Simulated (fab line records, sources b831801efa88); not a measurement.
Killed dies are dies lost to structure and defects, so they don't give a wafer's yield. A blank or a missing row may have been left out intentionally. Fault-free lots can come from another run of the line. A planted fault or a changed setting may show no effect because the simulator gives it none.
fab line records	flow gf180mcu
record lots=5	wafers=23
route steps=602 shown DUAL_GATE@148 POLY_GATE@170 HV_LDD@182 NSD@241 PSD@250 M1@316
start_h: hours from the record's first day to the start of the lot's first wafer shown	wait_h: time in hours since the lot's previous step	" same as the row above	L1.1+2: several wafers, shown together as one row	- no value present, or no start provided	* or withheld: withheld	< > ~ a bound
route shown NAME@n: names a module that has steps shown in the file, with the first one's number in the route	usual: mean/standard deviation of fault-free wafers	same: alike in all rows	chamber/n: place in a boat	sites: each site's reading	_std_site: the values' standard deviation	_edge_site: inner sites' mean taken away from outer sites' mean	radius_mm: for every site, how far away it sits from the centre of the wafer	mask NAME#n: copy n	behind: the most recent tool/chamber to have shaped the wafer	hold: cause of the lot's hold/its duration in hours/its outcome	device: whichever transistor did not switch (one of n, p or np)	end of line: tests run on the same wafers once the route is complete	a step without rows: its recipe alone	killed: dies lost to structure and defects at the first sort, not the wafer's yield	map: dies across one wafer; x = killed, . = not, _ = none there
set.NAME: the setting the step ran with; set.NAME@STEP: the setting that earlier step ran with	model.NAME: the simulator's own value behind a step, which no gauge read
lots run with intentionally changed settings; tables by step, rows by wafer
## steps
# step GF_DUAL_GATE_SOFTBAKE_07
# recipe temp_c=90	time_s=60	resist=NOVOLAK
lot.wafer	tool	chamber	start_h	wait_h	set.temp_c
L075.1+2+6	litho_track-02	0	172.98	0.1	86.27
L075.3+5	"	0	"	"	90
L076.1+2	litho_track-04	0	183.57	0.1	91.94
L076.3+5+6	"	0	"	"	90
L079.1+4	litho_track-01	0	199.48	0.1	88
L079.2+3+5	"	0	"	"	90
L080.1+2+6	litho_track-01	0	209.43	0.1	90
L085.1+2+4+5+6	litho_track-04	0	242.62	0.1	90
# step GF_DUAL_GATE_EXPOSE_08
# recipe mask_id=Dualgate	target_cd_nm=700	na=0.6	source_shape=conventional	sigma_outer=0.6	dose_mj=140
# step GF_DUAL_GATE_PEB_09
# recipe temp_c=withheld	time_s=*	resist=NOVOLAK
# step GF_DUAL_GATE_WET_ETCH_12
# recipe chemistry=dHF	target_depth_nm=13	dry=n2_spin	target=SiO2	temp_c=25	dilution=100:1	time_s=260
# step GF_DUAL_GATE_STRIP_13
# recipe chemistry=O2/N2	power_w=1400	pressure_mtorr=1500	platen_temp_c=250	o2_flow_sccm=3000	n2_flow_sccm=300	overash_fraction=0.5
# usual strip_time_to_endpoint_s=12.63/0.045
lot.wafer	tool	chamber	start_h	wait_h	set.temp_c@DUAL_GATE_SOFTBAKE_07	strip_time_to_endpoint_s
L075.1	plasma_asher-04	0	181.38	0.0	86.27	12.79
L075.2	"	1	"	"	86.27	12.78
L075.3	"	0	"	"	90	12.65
L075.5	"	0	"	"	90	12.64
L075.6	"	1	"	"	86.27	12.75
L076.1	plasma_asher-02	0	192.30	0.0	91.94	12.60
L076.2	"	1	"	"	91.94	12.65
L076.3	"	0	"	"	90	12.66
L076.5	"	0	"	"	90	12.71
L076.6	"	1	"	"	90	12.68
L079.1	plasma_asher-02	0	207.85	0.0	88	12.69
L079.2	"	1	"	"	90	12.62
L079.3	"	0	"	"	90	12.62
L079.4	"	1	"	"	88	12.65
L079.5	"	1	"	"	90	12.60
L080.1	plasma_asher-01	1	217.96	0.0	90	12.58
L080.2	"	0	"	"	90	12.63
L080.6	"	1	"	"	90	12.65
L085.1	plasma_asher-01	1	252.15	0.0	90	12.66
L085.2	"	0	"	"	90	12.69
L085.4	"	0	"	"	90	12.65
L085.5	"	1	"	"	90	12.64
L085.6	"	0	"	"	90	12.65
# step GF_POLY_GATE_ETCH_13
# recipe target=poly-Si	target_depth_nm=198.5	stop_on=SiO2	over_etch_frac=0.403	chemistry=HBr/Cl2	icp_w=400	bias_w=100	pressure_mtorr=10	HBr_flow_sccm=150	Cl2_flow_sccm=50	time_s=69.6
lot.wafer	tool	chamber	start_h	wait_h	set.time_s	model.POLY_GATE.feature_depth_nm
L075.1	rie_si-02	0	201.04	-	69.6	194.3
L075.2	"	2	"	"	69.6	193.6
L075.3	"	1	"	"	69.6	192.7
L075.5	"	0	"	"	69.6	193.8
L075.6	"	3	"	"	69.6	194.8
L076.1	rie_si-02	1	213.09	-	60.45	172.4
L076.2	"	0	"	"	69.6	199.6
L076.3	"	3	"	"	69.6	196.7
L076.5	"	1	"	"	60.45	173.1
L076.6	"	2	"	"	69.6	198.3
L079.1	rie_si-02	0	228.93	-	69.6	192.9
L079.2	"	1	"	"	69.6	194
L079.3	"	2	"	"	69.6	192.6
L079.4	"	3	"	"	69.6	193.7
L079.5	"	1	"	"	69.6	195
L080.1	rie_si-01	1	239.48	-	69.6	196.5
L080.2	"	2	"	"	69.6	195.1
L080.6	"	1	"	"	69.6	194.2
L085.1	rie_si-01	1	274.08	-	61.83	176.3
L085.2	"	2	"	"	61.83	179.4
L085.4	"	3	"	"	61.83	177.5
L085.5	"	1	"	"	69.6	196
L085.6	"	0	"	"	69.6	196.1
# step GF_HV_LDD_DEVELOP_06
# recipe develop_time_s=60	dev_temp_c=23
lot.wafer	tool	chamber	start_h	wait_h	set.develop_time_s
L075.1+5	litho_track-03	0	221.21	0.1	60
L075.2+3+6	"	0	"	"	66.91
L076.1+2+5	litho_track-04	0	232.57	0.1	52.91
L076.3+6	"	0	"	"	60
L079.1+3+5	litho_track-01	0	249.03	0.1	60
L079.2+4	"	0	"	"	63.49
L080.1+2+6	litho_track-04	0	260.07	0.1	60
L085.1+2+5	litho_track-01	0	297.48	0.1	52.93
L085.4+6	"	0	"	"	60
# step GF_HV_LDD_CD_MEAS_07
# recipe target_cd_nm=400
# usual cd_nm=400.1/2.7
lot.wafer	tool	chamber	start_h	wait_h	set.develop_time_s@HV_LDD_DEVELOP_06	cd_nm
L075.1	cd_sem-01	-	221.36	0.1	60	399.0
L075.2	"	-	"	"	66.91	409.9
L075.3	"	-	"	"	66.91	411.6
L075.5	"	-	"	"	60	401.2
L075.6	"	-	"	"	66.91	408.1
L076.1	cd_sem-01	-	232.72	0.1	52.91	389.7
L076.2	"	-	"	"	52.91	386.8
L076.3	"	-	"	"	60	401.2
L076.5	"	-	"	"	52.91	386.1
L076.6	"	-	"	"	60	401.2
L079.1	cd_sem-01	-	249.18	0.1	60	405.1
L079.2	"	-	"	"	63.49	408.7
L079.3	"	-	"	"	60	403.7
L079.4	"	-	"	"	63.49	409.3
L079.5	"	-	"	"	60	403.8
L080.1	cd_sem-02	-	260.22	0.1	60	396.7
L080.2	"	-	"	"	60	396.1
L080.6	"	-	"	"	60	398.5
L085.1	cd_sem-02	-	297.63	0.1	52.93	387.9
L085.2	"	-	"	"	52.93	386.8
L085.4	"	-	"	"	60	400.5
L085.5	"	-	"	"	52.93	387.5
L085.6	"	-	"	"	60	400.8
# step GF_HV_LDD_COAT_14
# recipe resist=NOVOLAK	spin_rpm=3000	resist_thk_nm=1000
lot.wafer	tool	chamber	start_h	wait_h	set.resist_thk_nm	model.NOVOLAK_of_HV_LDD_COAT_14.thk_nm
L075.1	litho_track-03	0	231.11	0.1	1045	1050
L075.2	"	0	"	"	1045	1048
L075.3+6	"	0	"	"	1000	1003
L075.5	"	0	"	"	1000	1001
L076.1+3+5	litho_track-04	0	241.52	0.1	1000	1003
L076.2	"	0	"	"	1000	1005
L076.6	"	0	"	"	1000	1002
L079.1	litho_track-01	0	258.73	0.1	1000	997.1
L079.2	"	0	"	"	1000	994.3
L079.3	"	0	"	"	1000	996.3
L079.4	"	0	"	"	1000	992.2
L079.5	"	0	"	"	1000	990.1
L080.1	litho_track-01	0	269.58	0.1	1000	999
L080.2	"	0	"	"	1000	998.5
L080.6	"	0	"	"	1000	996.1
L085.1	litho_track-04	0	307.72	0.1	1026	1025
L085.2	"	0	"	"	1000	1002
L085.4	"	0	"	"	1026	1027
L085.5	"	0	"	"	1000	999.7
L085.6	"	0	"	"	1000	1000
# step GF_HV_LDD_IMPLANT_21
# recipe species=BF2	energy_kev=25	dose_cm2=5e+13	tilt_deg=7
lot.wafer	tool	chamber	start_h	wait_h	set.energy_kev	model.implant.rp_nm	model.implant.drp_nm
L075.1+3	implanter-01	0	240.48	0.0	25	20.43	11.41
L075.2+5+6	"	0	"	"	23.16	19.21	10.81
L076.1+3+6	implanter-02	0	251.58	0.0	25	20.24	11.41
L076.2+5	"	0	"	"	26.44	21.17	11.87
L079.1+3+4	implanter-01	0	267.88	0.0	25	20.45	11.41
L079.2+5	"	0	"	"	23.79	19.65	11.02
L080.1+2+6	implanter-01	0	279.17	0.0	25	20.44	11.41
L085.1+6	implanter-04	0	318.33	0.0	25	20.55	11.41
L085.2+4+5	"	0	"	"	22.89	19.14	10.72
# step GF_HV_LDD_STRIP_22
# recipe chemistry=O2/N2	power_w=1400	pressure_mtorr=1500	platen_temp_c=250	o2_flow_sccm=3000	n2_flow_sccm=300	overash_fraction=0.5
# usual strip_time_to_endpoint_s=12.63/0.037
lot.wafer	tool	chamber	start_h	wait_h	set.resist_thk_nm@HV_LDD_COAT_14	strip_time_to_endpoint_s
L075.1	plasma_asher-03	1	240.63	0.1	1045	13.15
L075.2	"	0	"	"	1045	13.13
L075.3	"	0	"	"	1000	12.68
L075.5	"	0	"	"	1000	12.64
L075.6	"	1	"	"	1000	12.67
L076.1	plasma_asher-03	0	251.73	0.1	1000	12.66
L076.2	"	1	"	"	1000	12.67
L076.3	"	0	"	"	1000	12.64
L076.5	"	1	"	"	1000	12.67
L076.6	"	0	"	"	1000	12.66
L079.1	plasma_asher-01	1	268.03	0.1	1000	12.59
L079.2	"	0	"	"	1000	12.57
L079.3	"	1	"	"	1000	12.58
L079.4	"	0	"	"	1000	12.53
L079.5	"	0	"	"	1000	12.53
L080.1	plasma_asher-03	0	279.32	0.1	1000	12.62
L080.2	"	1	"	"	1000	12.61
L080.6	"	0	"	"	1000	12.59
L085.1	plasma_asher-03	1	318.48	0.1	1026	12.87
L085.2	"	0	"	"	1000	12.65
L085.4	"	0	"	"	1026	12.87
L085.5	"	1	"	"	1000	12.61
L085.6	"	0	"	"	1000	12.62
# step GF_HV_LDD_TW_MEAS_23
# usual HV_LDD_2_TW=1054/7.2
lot.wafer	tool	chamber	start_h	wait_h	set.energy_kev@HV_LDD_IMPLANT_21	HV_LDD_2_TW
L075.1	film_metro-03	-	240.73	0.1	25	1056
L075.2	"	-	"	"	23.16	1034
L075.3	"	-	"	"	25	1060
L075.5	"	-	"	"	23.16	1038
L075.6	"	-	"	"	23.16	1038
L076.1	film_metro-02	-	251.83	0.1	25	1055
L076.2	"	-	"	"	26.44	1069
L076.3	"	-	"	"	25	1053
L076.5	"	-	"	"	26.44	1073
L076.6	"	-	"	"	25	1058
L079.1	film_metro-03	-	268.13	0.1	25	1054
L079.2	"	-	"	"	23.79	1031
L079.3	"	-	"	"	25	1055
L079.4	"	-	"	"	25	1052
L079.5	"	-	"	"	23.79	1033
L080.1	film_metro-03	-	279.42	0.1	25	1052
L080.2	"	-	"	"	25	1044
L080.6	"	-	"	"	25	1046
L085.1	film_metro-02	-	318.58	0.1	25	1057
L085.2	"	-	"	"	22.89	1031
L085.4	"	-	"	"	22.89	1032
L085.5	"	-	"	"	22.89	1031
L085.6	"	-	"	"	25	1055
# step GF_HV_LDD_DEVELOP_45
# recipe develop_time_s=60	dev_temp_c=23
lot.wafer	tool	chamber	start_h	wait_h	set.dev_temp_c
L075.1+6	litho_track-03	0	278.56	0.1	19.62
L075.2+3+5	"	0	"	"	23
L076.1+3+5	litho_track-04	0	290.37	0.1	25.98
L076.2+6	"	0	"	"	23
L079.1+2+3	litho_track-03	0	306.36	0.1	23
L079.4+5	"	0	"	"	21.82
L080.1+2+6	litho_track-03	0	319.91	0.1	23
L085.1+4+5	litho_track-03	0	359.46	0.1	23
L085.2+6	"	0	"	"	20.04
# step GF_HV_LDD_CD_MEAS_46
# recipe target_cd_nm=400
# usual cd_nm=400.0/2
lot.wafer	tool	chamber	start_h	wait_h	set.dev_temp_c@HV_LDD_DEVELOP_45	cd_nm
L075.1	cd_sem-02	-	278.73	0.1	19.62	413.0
L075.2	"	-	"	"	23	404.8
L075.3	"	-	"	"	23	399.8
L075.5	"	-	"	"	23	402.0
L075.6	"	-	"	"	19.62	413.3
L076.1	cd_sem-01	-	290.52	0.1	25.98	386.6
L076.2	"	-	"	"	23	398.6
L076.3	"	-	"	"	25.98	387.4
L076.5	"	-	"	"	25.98	387.5
L076.6	"	-	"	"	23	396.8
L079.1	cd_sem-01	-	306.51	0.1	23	401.4
L079.2	"	-	"	"	23	404.7
L079.3	"	-	"	"	23	400.8
L079.4	"	-	"	"	21.82	404.1
L079.5	"	-	"	"	21.82	405.8
L080.1	cd_sem-01	-	320.06	0.1	23	399.9
L080.2	"	-	"	"	23	400.5
L080.6	"	-	"	"	23	399.8
L085.1	cd_sem-02	-	359.61	0.1	23	399.6
L085.2	"	-	"	"	20.04	409.2
L085.4	"	-	"	"	23	399.0
L085.5	"	-	"	"	23	395.7
L085.6	"	-	"	"	20.04	408.4
# step GF_HV_LDD_IMPLANT_48
# recipe species=B	energy_kev=25	dose_cm2=3e+13	tilt_deg=7
lot.wafer	tool	chamber	start_h	wait_h	set.energy_kev	model.implant.rp_nm	model.implant.drp_nm
L075.1+3+5	implanter-04	0	278.88	0.0	25	81.44	35.62
L075.2+6	"	0	"	"	25.45	82.89	36.38
L076.1+2+6	implanter-02	0	290.67	0.0	25	83.67	35.62
L076.3+5	"	0	"	"	26.28	87.89	37.75
L079.1+4+5	implanter-01	0	306.67	0.0	25.8	84.46	36.96
L079.2+3	"	0	"	"	25	81.88	35.62
L080.1+2+6	implanter-04	0	320.22	0.0	25	81.98	35.62
L085.1+2+4+5+6	implanter-02	0	359.77	0.0	25	82.05	35.62
# step GF_NSD_DEVELOP_06
# recipe develop_time_s=60	dev_temp_c=23
lot.wafer	tool	chamber	start_h	wait_h	set.dev_temp_c
L075.1+2+5	litho_track-02	0	301.38	0.1	23
L075.3+6	"	0	"	"	21.19
L076.1+6	litho_track-03	0	313.61	0.1	20.14
L076.2+3+5	"	0	"	"	23
L079.1+2	litho_track-03	0	329.41	0.1	21.8
L079.3+4+5	"	0	"	"	23
L080.1+2+6	litho_track-02	0	343.98	0.1	23
L085.1+2+4+5+6	litho_track-02	0	384.78	0.1	23
# step GF_NSD_CD_MEAS_07
# recipe target_cd_nm=400
# usual cd_nm=399.8/2.6
lot.wafer	tool	chamber	start_h	wait_h	set.dev_temp_c@NSD_DEVELOP_06	cd_nm
L075.1	cd_sem-02	-	301.53	0.1	23	402.1
L075.2	"	-	"	"	23	402.4
L075.3	"	-	"	"	21.19	406.2
L075.5	"	-	"	"	23	402.7
L075.6	"	-	"	"	21.19	409.3
L076.1	cd_sem-01	-	313.76	0.1	20.14	410.6
L076.2	"	-	"	"	23	402.8
L076.3	"	-	"	"	23	400.8
L076.5	"	-	"	"	23	402.5
L076.6	"	-	"	"	20.14	409.1
L079.1	cd_sem-02	-	329.56	0.1	21.8	408.6
L079.2	"	-	"	"	21.8	409.6
L079.3	"	-	"	"	23	403.3
L079.4	"	-	"	"	23	406.2
L079.5	"	-	"	"	23	404.0
L080.1	cd_sem-02	-	344.13	0.1	23	398.1
L080.2	"	-	"	"	23	397.1
L080.6	"	-	"	"	23	398.7
L085.1	cd_sem-02	-	384.98	0.2	23	399.3
L085.2	"	-	"	"	23	398.7
L085.4	"	-	"	"	23	399.4
L085.5	"	-	"	"	23	398.2
L085.6	"	-	"	"	23	398.9
# step GF_PSD_COAT_02
# recipe resist=NOVOLAK	spin_rpm=3000	resist_thk_nm=1000
lot.wafer	tool	chamber	start_h	wait_h	set.resist_thk_nm	model.NOVOLAK_of_PSD_COAT_02.thk_nm
L075.1	litho_track-04	0	312.22	0.1	1000	997.4
L075.2	"	0	"	"	1000	999.5
L075.3	"	0	"	"	1000	999.2
L075.5+6	"	0	"	"	1000	1000
L076.1	litho_track-02	0	323.83	0.1	945.1	941.1
L076.2	"	0	"	"	945.1	942.5
L076.3	"	0	"	"	945.1	941.4
L076.5+6	"	0	"	"	1000	997.4
L079.1+4	litho_track-01	0	340.68	0.1	1000	1000
L079.2	"	0	"	"	1000	998.2
L079.3	"	0	"	"	1000	1002
L079.5	"	0	"	"	1000	1005
L080.1	litho_track-01	0	354.88	0.1	1000	1003
L080.2	"	0	"	"	1000	999.7
L080.6	"	0	"	"	1000	1001
L085.1	litho_track-02	0	396.18	0.1	1000	998.3
L085.2	"	0	"	"	977.9	979.1
L085.4	"	0	"	"	977.9	978
L085.5	"	0	"	"	1000	1000
L085.6	"	0	"	"	977.9	975.3
# step GF_PSD_IMPLANT_09
# recipe species=BF2	energy_kev=40	dose_cm2=1.5e+15	tilt_deg=7
lot.wafer	tool	chamber	start_h	wait_h	set.dose_cm2
L075.1+5+6	implanter-03	0	322.48	0.0	1.5e+15
L075.2+3	"	0	"	"	1.709e+15
L076.1+3+6	implanter-04	0	335.13	0.0	1.293e+15
L076.2+5	"	0	"	"	1.5e+15
L079.1+2+5	implanter-04	0	351.53	0.0	1.411e+15
L079.3+4	"	0	"	"	1.5e+15
L080.1+2+6	implanter-04	0	365.93	0.0	1.5e+15
L085.1+5+6	implanter-01	0	408.13	0.0	1.75e+15
L085.2+4	"	0	"	"	1.5e+15
# step GF_PSD_STRIP_10
# recipe chemistry=O2/N2	power_w=1400	pressure_mtorr=1500	platen_temp_c=250	o2_flow_sccm=3000	n2_flow_sccm=300	overash_fraction=0.5
# usual strip_time_to_endpoint_s=16.52/0.034
lot.wafer	tool	chamber	start_h	wait_h	set.resist_thk_nm@PSD_COAT_02	set.dose_cm2@PSD_IMPLANT_09	strip_time_to_endpoint_s
L075.1	plasma_asher-01	0	322.63	0.1	1000	1.5e+15	16.51
L075.2	"	1	"	"	1000	1.709e+15	16.95
L075.3	"	1	"	"	1000	1.709e+15	16.94
L075.5	"	1	"	"	1000	1.5e+15	16.53
L075.6	"	0	"	"	1000	1.5e+15	16.56
L076.1	plasma_asher-02	0	335.28	0.1	945.1	1.293e+15	15.39
L076.2	"	1	"	"	945.1	1.5e+15	15.87
L076.3	"	1	"	"	945.1	1.293e+15	15.39
L076.5	"	1	"	"	1000	1.5e+15	16.49
L076.6	"	0	"	"	1000	1.293e+15	16.02
L079.1	plasma_asher-02	0	351.68	0.1	1000	1.411e+15	16.34
L079.2	"	1	"	"	1000	1.411e+15	16.34
L079.3	"	0	"	"	1000	1.5e+15	16.56
L079.4	"	1	"	"	1000	1.5e+15	16.51
L079.5	"	1	"	"	1000	1.411e+15	16.40
L080.1	plasma_asher-02	1	366.08	0.1	1000	1.5e+15	16.57
L080.2	"	0	"	"	1000	1.5e+15	16.54
L080.6	"	0	"	"	1000	1.5e+15	16.55
L085.1	plasma_asher-02	1	408.28	0.1	1000	1.75e+15	17.01
L085.2	"	0	"	"	977.9	1.5e+15	16.28
L085.4	"	0	"	"	977.9	1.5e+15	16.28
L085.5	"	1	"	"	1000	1.75e+15	17.04
L085.6	"	0	"	"	977.9	1.75e+15	16.73
# step GF_PSD_TW_MEAS_11
# usual PSD_TW=3186/19
lot.wafer	tool	chamber	start_h	wait_h	set.dose_cm2@PSD_IMPLANT_09	PSD_TW
L075.1	film_metro-01	-	322.73	0.1	1.5e+15	3201
L075.2	"	-	"	"	1.709e+15	3291
L075.3	"	-	"	"	1.709e+15	3286
L075.5	"	-	"	"	1.5e+15	3187
L075.6	"	-	"	"	1.5e+15	3214
L076.1	film_metro-03	-	335.38	0.1	1.293e+15	3062
L076.2	"	-	"	"	1.5e+15	3153
L076.3	"	-	"	"	1.293e+15	3067
L076.5	"	-	"	"	1.5e+15	3168
L076.6	"	-	"	"	1.293e+15	3064
L079.1	film_metro-04	-	351.78	0.1	1.411e+15	3153
L079.2	"	-	"	"	1.411e+15	3168
L079.3	"	-	"	"	1.5e+15	3194
L079.4	"	-	"	"	1.5e+15	3195
L079.5	"	-	"	"	1.411e+15	3160
L080.1	film_metro-01	-	366.18	0.1	1.5e+15	3214
L080.2	"	-	"	"	1.5e+15	3207
L080.6	"	-	"	"	1.5e+15	3207
L085.1	film_metro-03	-	408.38	0.1	1.75e+15	3261
L085.2	"	-	"	"	1.5e+15	3166
L085.4	"	-	"	"	1.5e+15	3150
L085.5	"	-	"	"	1.75e+15	3258
L085.6	"	-	"	"	1.75e+15	3260
# step GF_PSD_CLEAN_12
# recipe chemistry=SC1/SC2	mix=1:4:20	temp_c=70	time_s=150	dry=n2_spin
# step GF_PSD_RTA_13
# recipe temp_c=1025	time_s=20	ambient=N2
# step GF_PSD_RS_MEAS_15
# recipe thk_meas_gauge=four-point-probe
# usual PSD_RS=108.59/0.27
lot.wafer	tool	chamber	start_h	wait_h	set.dose_cm2@PSD_IMPLANT_09	PSD_RS[ohm/sq]
L075.1	film_metro-01	-	323.05	0.1	1.5e+15	108.51
L075.2	"	-	"	"	1.709e+15	105.96
L075.3	"	-	"	"	1.709e+15	106.19
L075.5	"	-	"	"	1.5e+15	108.91
L075.6	"	-	"	"	1.5e+15	108.38
L076.1	film_metro-04	-	335.70	0.1	1.293e+15	115.57
L076.2	"	-	"	"	1.5e+15	108.51
L076.3	"	-	"	"	1.293e+15	115.10
L076.5	"	-	"	"	1.5e+15	108.63
L076.6	"	-	"	"	1.293e+15	115.38
L079.1	film_metro-04	-	352.10	0.1	1.411e+15	110.40
L079.2	"	-	"	"	1.411e+15	110.36
L079.3	"	-	"	"	1.5e+15	108.73
L079.4	"	-	"	"	1.5e+15	108.85
L079.5	"	-	"	"	1.411e+15	110.50
L080.1	film_metro-04	-	366.50	0.1	1.5e+15	108.30
L080.2	"	-	"	"	1.5e+15	108.23
L080.6	"	-	"	"	1.5e+15	108.74
L085.1	film_metro-01	-	408.70	0.1	1.75e+15	106.00
L085.2	"	-	"	"	1.5e+15	108.91
L085.4	"	-	"	"	1.5e+15	109.15
L085.5	"	-	"	"	1.75e+15	106.14
L085.6	"	-	"	"	1.75e+15	105.87
# step GF_M1_SPUTTER_01
# recipe material=TiN	target_thk_nm=30	power_w=6500	time_s=25	chamber_pressure_pa=0.4
lot.wafer	tool	chamber	start_h	wait_h	set.power_w	model.TiN_of_M1_SPUTTER_01.thk_nm
L075.1	pvd_sputter-03	-	367.88	0.1	6500	29.66
L075.2	"	-	"	"	6500	29.5
L075.3+6	"	-	"	"	6107	27.66
L075.5	"	-	"	"	6107	27.43
L076.1	pvd_sputter-01	-	380.81	0.1	6251	28.96
L076.2	"	-	"	"	6251	29.01
L076.3	"	-	"	"	6500	30.16
L076.5	"	-	"	"	6500	30.23
L076.6	"	-	"	"	6251	29.03
L079.1	pvd_sputter-04	-	398.46	0.1	6500	30.22
L079.2	"	-	"	"	6500	30.1
L079.3	"	-	"	"	6500	30.2
L079.4	"	-	"	"	6500	30.15
L079.5	"	-	"	"	6500	30.09
L080.1	pvd_sputter-03	-	412.86	0.1	6500	30.54
L080.2	"	-	"	"	6500	30.39
L080.6	"	-	"	"	6500	29.95
L085.1	pvd_sputter-01	-	460.72	0.1	6500	30.23
L085.2	"	-	"	"	5765	26.87
L085.4	"	-	"	"	6500	29.85
L085.5	"	-	"	"	5765	26.81
L085.6	"	-	"	"	5765	26.66
## key
split step=GF_DUAL_GATE_SOFTBAKE_07	setting=temp_c	stated=90	by=wafer
response step=GF_DUAL_GATE_STRIP_13	reading=strip_time_to_endpoint_s	change=*	per=1%	r=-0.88
split step=GF_POLY_GATE_ETCH_13	setting=time_s	stated=69.6	by=wafer
response step=GF_POLY_GATE_ETCH_13	reading=model.POLY_GATE.feature_depth_nm	change=+1.81	per=1%	r=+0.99
split step=GF_HV_LDD_DEVELOP_06	setting=develop_time_s	stated=60	by=wafer
response step=GF_HV_LDD_CD_MEAS_07	reading=cd_nm	change=+1.03	per=1%	r=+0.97
split step=GF_HV_LDD_COAT_14	setting=resist_thk_nm	stated=1000	by=wafer
response step=GF_HV_LDD_COAT_14	reading=model.NOVOLAK_of_HV_LDD_COAT_14.thk_nm	change=+10.3	per=1%	r=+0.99
response step=GF_HV_LDD_STRIP_22	reading=strip_time_to_endpoint_s	change=*	per=1%	r=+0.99
split step=GF_HV_LDD_IMPLANT_21	setting=energy_kev	stated=25	by=wafer
response step=GF_HV_LDD_IMPLANT_21	reading=model.implant.rp_nm	change=+0.165	per=1%	r=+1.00
response step=GF_HV_LDD_IMPLANT_21	reading=model.implant.drp_nm	change=+0.0811	per=1%	r=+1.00
response step=GF_HV_LDD_TW_MEAS_23	reading=HV_LDD_2_TW	change=+3.07	per=1%	r=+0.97
split step=GF_HV_LDD_DEVELOP_45	setting=dev_temp_c	stated=23	by=wafer
response step=GF_HV_LDD_CD_MEAS_46	reading=cd_nm	change=-0.778	per=1%	r=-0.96
split step=GF_HV_LDD_IMPLANT_48	setting=energy_kev	stated=25	by=wafer
response step=GF_HV_LDD_IMPLANT_48	reading=model.implant.rp_nm	change=+0.818	per=1%	r=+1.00
response step=GF_HV_LDD_IMPLANT_48	reading=model.implant.drp_nm	change=+0.415	per=1%	r=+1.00
split step=GF_NSD_DEVELOP_06	setting=dev_temp_c	stated=23	by=wafer
response step=GF_NSD_CD_MEAS_07	reading=cd_nm	change=-0.669	per=1%	r=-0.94
split step=GF_PSD_COAT_02	setting=resist_thk_nm	stated=1000	by=wafer
response step=GF_PSD_COAT_02	reading=model.NOVOLAK_of_PSD_COAT_02.thk_nm	change=+10.1	per=1%	r=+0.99
response step=GF_PSD_STRIP_10	reading=strip_time_to_endpoint_s	slope=*	per=1%	together_with=dose_cm2@PSD_IMPLANT_09	explained=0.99
split step=GF_PSD_IMPLANT_09	setting=dose_cm2	stated=1.5e+15	by=wafer
response step=GF_PSD_TW_MEAS_11	reading=PSD_TW	change=+6.37	per=1%	r=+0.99
response step=GF_PSD_RS_MEAS_15	reading=PSD_RS	change=-0.271	per=1%	r=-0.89
response step=GF_PSD_STRIP_10	reading=strip_time_to_endpoint_s	slope=*	per=1%	together_with=resist_thk_nm@PSD_COAT_02	explained=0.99
split step=GF_M1_SPUTTER_01	setting=power_w	stated=6500	by=wafer
response step=GF_M1_SPUTTER_01	reading=model.TiN_of_M1_SPUTTER_01.thk_nm	change=+0.299	per=1%	r=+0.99
